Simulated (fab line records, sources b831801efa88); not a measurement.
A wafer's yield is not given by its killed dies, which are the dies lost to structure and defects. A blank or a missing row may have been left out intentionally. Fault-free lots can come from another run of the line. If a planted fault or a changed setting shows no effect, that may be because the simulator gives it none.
Chamber matching || flow gf180mcu || cmp-01 running GF_CONTACT_CMP_27: 4 sister chambers
The step polishes, stops on SiO2, t overpolish 15 s, target thk 0 nm. 14 wafers are shown with their chamber, then 6 later ones without.

## WAFERS PAIRED WITH THEIR CHAMBERS
{"wafer": "L899.2", "chamber": 0, "motor_current_A (A)": 11.7, "time_to_endpoint_s (s)": 81, "head_pressure_psi (psi)": 3.500}
{"wafer": "L899.3", "chamber": 1, "motor_current_A (A)": 8.5, "time_to_endpoint_s (s)": 75, "head_pressure_psi (psi)": 3.501}
{"wafer": "L899.6", "chamber": 0, "motor_current_A (A)": 11.5, "time_to_endpoint_s (s)": 79, "head_pressure_psi (psi)": 3.508}
{"wafer": "L904.2", "chamber": 3, "motor_current_A (A)": 11.3, "time_to_endpoint_s (s)": 73, "head_pressure_psi (psi)": 3.513}
{"wafer": "L904.5", "chamber": 0, "motor_current_A (A)": 11.5, "time_to_endpoint_s (s)": 80, "head_pressure_psi (psi)": 3.492}
{"wafer": "L909.4", "chamber": 1, "motor_current_A (A)": 8.6, "time_to_endpoint_s (s)": 71, "head_pressure_psi (psi)": 3.503}
{"wafer": "L909.5", "chamber": 2, "motor_current_A (A)": 9.5, "time_to_endpoint_s (s)": 75, "head_pressure_psi (psi)": 3.500}
{"wafer": "L909.6", "chamber": 1, "motor_current_A (A)": 8.3, "time_to_endpoint_s (s)": 69, "head_pressure_psi (psi)": 3.490}
{"wafer": "L915.2", "chamber": 2, "motor_current_A (A)": 10.5, "time_to_endpoint_s (s)": 65, "head_pressure_psi (psi)": 3.497}
{"wafer": "L915.3", "chamber": 3, "motor_current_A (A)": 11.0, "time_to_endpoint_s (s)": 65, "head_pressure_psi (psi)": 3.494}
{"wafer": "L915.6", "chamber": 1, "motor_current_A (A)": 8.8, "time_to_endpoint_s (s)": 63, "head_pressure_psi (psi)": 3.498}
{"wafer": "L917.1", "chamber": 2, "motor_current_A (A)": 10.0, "time_to_endpoint_s (s)": 71, "head_pressure_psi (psi)": 3.509}
{"wafer": "L917.2", "chamber": 3, "motor_current_A (A)": 11.2, "time_to_endpoint_s (s)": 67, "head_pressure_psi (psi)": 3.489}
{"wafer": "L917.5", "chamber": 1, "motor_current_A (A)": 9.1, "time_to_endpoint_s (s)": 63, "head_pressure_psi (psi)": 3.498}

SIGNATURES (averages over the wafers above)
{"reading": "motor_current_A", "chamber 0": 11.567, "chamber 1": 8.660, "chamber 2": 10.000, "chamber 3": 11.167, "scatter within a chamber": 0.307}
{"reading": "time_to_endpoint_s", "chamber 0": 80.00, "chamber 1": 68.20, "chamber 2": 70.33, "chamber 3": 68.33, "scatter within a chamber": 4.43}
{"reading": "head_pressure_psi", "chamber 0": 3.50000, "chamber 1": 3.49800, "chamber 2": 3.50200, "chamber 3": 3.49867, "scatter within a chamber": 0.0079}
Rule: a wafer lies at a distance from a chamber equal to the root of the sum of squares, over the readings, of (its reading less the chamber's mean, divided by the reading's scatter). If the next closest chamber is less than 2 further off than the closest, the wafer can't be placed; otherwise it belongs to the closest. The scatter: take each reading less its chamber's mean, square it, sum over the shown wafers, divide by the number of wafers less the number of chambers, and take the root.

## WAFERS WITHOUT THEIR CHAMBER
{"wafer": "L918.3", "motor_current_A (A)": 11.8, "time_to_endpoint_s (s)": 70, "head_pressure_psi (psi)": 3.501}
{"wafer": "L918.5", "motor_current_A (A)": 8.8, "time_to_endpoint_s (s)": 64, "head_pressure_psi (psi)": 3.507}
{"wafer": "L918.6", "motor_current_A (A)": 12.0, "time_to_endpoint_s (s)": 71, "head_pressure_psi (psi)": 3.502}
{"wafer": "L919.2", "motor_current_A (A)": 11.5, "time_to_endpoint_s (s)": 74, "head_pressure_psi (psi)": 3.490}
{"wafer": "L919.3", "motor_current_A (A)": 10.3, "time_to_endpoint_s (s)": 71, "head_pressure_psi (psi)": 3.489}
{"wafer": "L919.4", "motor_current_A (A)": 8.5, "time_to_endpoint_s (s)": 70, "head_pressure_psi (psi)": 3.506}

## WHICH CHAMBER EACH ONE RAN IN
{"wafer": "L918.3", "from the rows above": "can't be placed: 3 or 0", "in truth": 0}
{"wafer": "L918.5", "from the rows above": 1, "in truth": 1}
{"wafer": "L918.6", "from the rows above": "can't be placed: 0 or 3", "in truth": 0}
{"wafer": "L919.2", "from the rows above": "can't be placed: 0 or 3", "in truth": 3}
{"wafer": "L919.3", "from the rows above": "can't be placed: 2 or 3", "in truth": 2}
{"wafer": "L919.4", "from the rows above": 1, "in truth": 1}
Placed correctly: 2 of 6. Can't be placed from these rows: 4 (the true chamber is among the candidates in 4). Placed wrongly: 0.
